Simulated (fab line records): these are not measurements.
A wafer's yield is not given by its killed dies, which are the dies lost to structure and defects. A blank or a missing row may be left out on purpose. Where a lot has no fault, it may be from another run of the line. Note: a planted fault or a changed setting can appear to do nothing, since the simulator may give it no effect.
What tool caused it? || flow gf180mcu || at 1 step of a route of 602, 6 lots with 18 wafers sampled

## WHAT THE GAUGES SHOWED, per wafer
GF_V3_RS_MEAS_24: measurement is done with a four-point probe.
{"lot": "L831", "measured": "day 22 21:16", "on": "film_metro-04", "V3_W_RS (ohm/sq)": "0.335 0.332 0.333"}
{"lot": "L834", "measured": "day 23 13:11", "on": "film_metro-02", "V3_W_RS (ohm/sq)": "0.331 0.332 0.331"}
{"lot": "L838", "measured": "day 25 05:40", "on": "film_metro-03", "V3_W_RS (ohm/sq)": "0.331 0.330 0.330"}
{"lot": "L842", "measured": "day 26 09:11", "on": "film_metro-02", "V3_W_RS (ohm/sq)": "0.325 0.328 0.327"}
{"lot": "L844", "measured": "day 27 05:09", "on": "film_metro-03", "V3_W_RS (ohm/sq)": "0.331 0.328 0.333"}
{"lot": "L847", "measured": "day 28 12:48", "on": "film_metro-04", "V3_W_RS (ohm/sq)": "0.327 0.329 0.326"}

## WHAT TOOL EACH LOT RAN ON (gives the tool, then ch and the chambers of the sampled wafers, and finally the start)
The record shows no process step preceding these readings.

## THE ANSWER, worked out from the rows above alone
Rule: the usual values come from the lots themselves. The widest of any qualifying gaps counts: lots, ordered by their means at a reading, are off when they make up no more than a third of the lots, leave a main group of 4 or more, and stand apart from it by 3 or more times the standard deviation of that group's means. If all means in a main group match to the digits the tables above print for the reading, that group is not used. A lot without any number at a reading at which 4 lots or more have one is off too. Any other lot the step has rows for is counted as sound.
No lot is off on any of the readings shown, so nothing can be concluded from this.

## WHAT THE SIMULATOR HAD INSERTED
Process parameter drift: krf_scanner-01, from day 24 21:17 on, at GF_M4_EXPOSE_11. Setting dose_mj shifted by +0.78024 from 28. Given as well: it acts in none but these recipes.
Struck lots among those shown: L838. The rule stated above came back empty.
